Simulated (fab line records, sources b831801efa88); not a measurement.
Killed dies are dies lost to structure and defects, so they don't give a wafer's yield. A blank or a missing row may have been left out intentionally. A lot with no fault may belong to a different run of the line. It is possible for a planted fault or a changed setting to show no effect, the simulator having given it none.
Which tool did it? :: flow sky130 :: 13 lots, 38 wafers sampled, at 4 steps of a route of 708

## WHAT THE GAUGES SHOWED, per wafer
SKY_VIA4_OVL_MEAS_11. Usual: VIA4_OVL 1.1 nm, standard deviation 1.6.
lot: L225
measured: day 43 04:15
on: overlay-01
VIA4_OVL (nm): -1.6 0.2 0.6
flag: 

lot: L226
measured: day 43 08:57
on: overlay-01
VIA4_OVL (nm): 3.5 1.8 3.1
flag: 

lot: L227
measured: day 43 12:34
on: overlay-02
VIA4_OVL (nm): 1.6 1.4 0.3
flag: 

lot: L229
measured: day 44 03:13
on: overlay-02
VIA4_OVL (nm): -0.6 1.0 0.4
flag: 

lot: L230
measured: day 44 10:27
on: overlay-01
VIA4_OVL (nm): 1.1 1.8 0.5
flag: 

lot: L231
measured: day 44 20:06
on: overlay-01
VIA4_OVL (nm): 1.0 2.2 0.3
flag: 

lot: L232
measured: day 45 03:25
on: overlay-02
VIA4_OVL (nm): 1.3 3.6 1.3
flag: 

lot: L233
measured: day 45 04:42
on: overlay-02
VIA4_OVL (nm): 5.1 2.9 4.1
flag: 

lot: L235
measured: day 45 23:48
on: overlay-01
VIA4_OVL (nm): 3.6 2.3 3.4
flag: 

lot: L242
measured: day 47 13:58
on: overlay-02
VIA4_OVL (nm): -0.1 -0.5
flag: 

lot: L243
measured: day 47 18:15
on: overlay-01
VIA4_OVL (nm): 0.8 0.0 1.4
flag: 

lot: L246
measured: day 48 07:10
on: overlay-02
VIA4_OVL (nm): -0.6 0.0 -0.1
flag: 

lot: L248
measured: day 48 20:58
on: overlay-02
VIA4_OVL (nm): 0.4 0.3 2.4
flag: 

SKY_VIA4_RS_MEAS_19: uses a four-point probe to measure. Usual: VIA4_W_RS 0.2255 ohm/sq, standard deviation 0.003.
lot: L225
measured: day 43 05:10
on: filmMetro-01
VIA4_W_RS (ohm/sq): 0.2243 0.2238 0.2286
flag: 

lot: L226
measured: day 43 09:58
on: filmMetro-02
VIA4_W_RS (ohm/sq): 0.2282 0.2275 0.2272
flag: 

lot: L227
measured: day 43 13:41
on: filmMetro-02
VIA4_W_RS (ohm/sq): 0.2266 0.2263 0.2224
flag: 

lot: L229
measured: day 44 04:13
on: filmMetro-02
VIA4_W_RS (ohm/sq): 0.2253 0.2255 0.2214
flag: 

lot: L230
measured: day 44 11:57
on: filmMetro-03
VIA4_W_RS (ohm/sq): 0.2188 0.2196 0.2292
flag: 

lot: L231
measured: day 44 21:01
on: filmMetro-02
VIA4_W_RS (ohm/sq): 0.2231 0.2295 0.2255
flag: 

lot: L232
measured: day 45 04:33
on: filmMetro-02
VIA4_W_RS (ohm/sq): 0.2261 0.2227 0.2256
flag: 

lot: L233
measured: day 45 05:49
on: filmMetro-02
VIA4_W_RS (ohm/sq): 0.2232 0.2241 0.2248
flag: 

lot: L235
measured: day 46 00:47
on: filmMetro-02
VIA4_W_RS (ohm/sq): 0.2231 0.2220 0.2299
flag: 

lot: L242
measured: day 47 14:55
on: filmMetro-03
VIA4_W_RS (ohm/sq): 0.2223 0.2246
flag: 

lot: L243
measured: day 47 19:16
on: filmMetro-02
VIA4_W_RS (ohm/sq): 0.2256 0.2259 0.2228
flag: 

lot: L246
measured: day 48 08:06
on: filmMetro-03
VIA4_W_RS (ohm/sq): 0.2254 0.2259 0.2285
flag: 

lot: L248
measured: day 48 22:23
on: filmMetro-03
VIA4_W_RS (ohm/sq): 0.2242 0.2294 0.2267
flag: 

## WHICH TOOL RAN EACH LOT (tool, then ch and the chambers of the sampled wafers, then the start)
lot: L225
SKY_METAL4_ETCH_17: rieDiel-03 ch 0,1,2, day 42 03:47
SKY_VIA4_DEVELOP_10: lithoTrack-04 ch 0, day 43 04:06

lot: L226
SKY_METAL4_ETCH_17: rieDiel-03 ch 0,3, day 42 07:58
SKY_VIA4_DEVELOP_10: lithoTrack-01 ch 0, day 43 08:48

lot: L227
SKY_METAL4_ETCH_17: rieDiel-03 ch 2,3, day 42 12:50
SKY_VIA4_DEVELOP_10: lithoTrack-04 ch 0, day 43 12:28

lot: L229
SKY_METAL4_ETCH_17: rieDiel-03 ch 0,3, day 43 03:08
SKY_VIA4_DEVELOP_10: lithoTrack-01 ch 0, day 44 03:06

lot: L230
SKY_METAL4_ETCH_17: rieDiel-03 ch 0,2, day 43 10:23
SKY_VIA4_DEVELOP_10: lithoTrack-01 ch 0, day 44 10:18

lot: L231
SKY_METAL4_ETCH_17: rieDiel-03 ch 0,1,3, day 43 20:52
SKY_VIA4_DEVELOP_10: lithoTrack-01 ch 0, day 44 19:57

lot: L232
SKY_METAL4_ETCH_17: rieDiel-02 ch 2,3, day 44 03:50
SKY_VIA4_DEVELOP_10: lithoTrack-03 ch 0, day 45 03:19

lot: L233
SKY_METAL4_ETCH_17: rieDiel-03 ch 0,2, day 44 05:26
SKY_VIA4_DEVELOP_10: lithoTrack-04 ch 0, day 45 04:33

lot: L235
SKY_METAL4_ETCH_17: rieDiel-01 ch 0,1,2, day 45 00:10
SKY_VIA4_DEVELOP_10: lithoTrack-04 ch 0, day 45 23:40

lot: L242
SKY_METAL4_ETCH_17: rieDiel-02 ch 2,3, day 46 16:05
SKY_VIA4_DEVELOP_10: lithoTrack-04 ch 0, day 47 13:51

lot: L243
SKY_METAL4_ETCH_17: rieDiel-03 ch 0,2,3, day 46 21:08
SKY_VIA4_DEVELOP_10: lithoTrack-04 ch 0, day 47 18:06

lot: L246
SKY_METAL4_ETCH_17: rieDiel-02 ch 0,1,3, day 47 10:56
SKY_VIA4_DEVELOP_10: lithoTrack-03 ch 0, day 48 07:02

lot: L248
SKY_METAL4_ETCH_17: rieDiel-02 ch 1,2,3, day 48 00:38
SKY_VIA4_DEVELOP_10: lithoTrack-01 ch 0, day 48 20:50
- SKY_METAL4_ETCH_17: etches SiO2 in C4F8/O2/Ar, stops on TiN, time 3.9 s, target depth 15 nm.
- SKY_VIA4_DEVELOP_10: develop time 60 s.

## WHAT THE TOOLS THEMSELVES READ (means of the sampled wafers that have a number; where no wafer has one, the mark that the record gives instead)
SKY_METAL4_ETCH_17. Usual: oesProductAu at 0.752 a.u., with a standard deviation of 0.0083.
lot: L225
tool: rieDiel-03
oesProductAu (a.u.): 0.750
flag: 

lot: L226
tool: rieDiel-03
oesProductAu (a.u.): 0.758
flag: 

lot: L227
tool: rieDiel-03
oesProductAu (a.u.): 0.764
flag: 

lot: L229
tool: rieDiel-03
oesProductAu (a.u.): 0.754
flag: 

lot: L230
tool: rieDiel-03
oesProductAu (a.u.): 0.749
flag: 

lot: L231
tool: rieDiel-03
oesProductAu (a.u.): 0.757
flag: 

lot: L232
tool: rieDiel-02
oesProductAu (a.u.): 0.743
flag: 

lot: L233
tool: rieDiel-03
oesProductAu (a.u.): 0.749
flag: 

lot: L235
tool: rieDiel-01
oesProductAu (a.u.): 0.749
flag: 

lot: L242
tool: rieDiel-02
oesProductAu (a.u.): 0.753
flag: 

lot: L243
tool: rieDiel-03
oesProductAu (a.u.): 0.750
flag: 

lot: L246
tool: rieDiel-02
oesProductAu (a.u.): 0.755
flag: 

lot: L248
tool: rieDiel-02
oesProductAu (a.u.): 0.751
flag: 

SKY_VIA4_DEVELOP_10. Usual: chillPlateTempC 22.99 C, standard deviation 0.11; developerTempC 23.00 C, standard deviation 0.11.
lot: L225
tool: lithoTrack-04
chillPlateTempC (C): 23.07
developerTempC (C): 23.05
flag: 

lot: L226
tool: lithoTrack-01
chillPlateTempC (C): 23.02
developerTempC (C): 23.03
flag: 

lot: L227
tool: lithoTrack-04
chillPlateTempC (C): 22.93
developerTempC (C): 23.05
flag: 

lot: L229
tool: lithoTrack-01
chillPlateTempC (C): 22.93
developerTempC (C): 22.97
flag: 

lot: L230
tool: lithoTrack-01
chillPlateTempC (C): 23.01
developerTempC (C): 22.96
flag: 

lot: L231
tool: lithoTrack-01
chillPlateTempC (C): 22.98
developerTempC (C): 23.13
flag: 

lot: L232
tool: lithoTrack-03
chillPlateTempC (C): 23.02
developerTempC (C): 23.16
flag: 

lot: L233
tool: lithoTrack-04
chillPlateTempC (C): 22.90
developerTempC (C): 22.94
flag: 

lot: L235
tool: lithoTrack-04
chillPlateTempC (C): 23.02
developerTempC (C): 23.06
flag: 

lot: L242
tool: lithoTrack-04
chillPlateTempC (C): 22.80
developerTempC (C): 25.27
flag: OFF

lot: L243
tool: lithoTrack-04
chillPlateTempC (C): 23.02
developerTempC (C): 25.19
flag: OFF

lot: L246
tool: lithoTrack-03
chillPlateTempC (C): 22.97
developerTempC (C): 22.95
flag: 

lot: L248
tool: lithoTrack-01
chillPlateTempC (C): 22.93
developerTempC (C): 23.04
flag: 

## THE ANSWER, worked out from the rows above alone
Rule: a lot is off if the mean of its wafers that have a number lies more than 3 standard deviations from the usual mean. Also off: a lot with no number at a reading for which 4 or more lots have one. Where the step has rows for the other lots, those lots are counted as sound. After the gauges, taken in route order, come the tools' own readings; for these a lot's mean is taken, as printed above. At the first step where some lot is off, the reading lying furthest off is the one used; lots without a number count as furthest.
Off: L242, L243 (SKY_VIA4_DEVELOP_10, developerTempC).
If a tool, at that step or one of the process steps before it, ran each lot that is off and ran no sound lot following the first of them, it fits. One fits: lithoTrack-04 at SKY_VIA4_DEVELOP_10. A fault onset in the window from L235 (day 45 23:40, its last sound lot) to L242 (day 47 13:51, its first lot off) fits.
The tool's own readings at SKY_VIA4_DEVELOP_10 bear it out: on the lots that are off they differ by more than 5 times the standard deviation of the sound lots' means. developerTempC reads 25.23 C there against 23.03 C on the sound lots.

## WHAT THE SIMULATOR PUT IN
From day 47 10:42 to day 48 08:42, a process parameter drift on lithoTrack-04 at SKY_VIA4_DEVELOP_10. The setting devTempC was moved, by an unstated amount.
Shown lots that were struck: L242, L243. The rule above found the same.
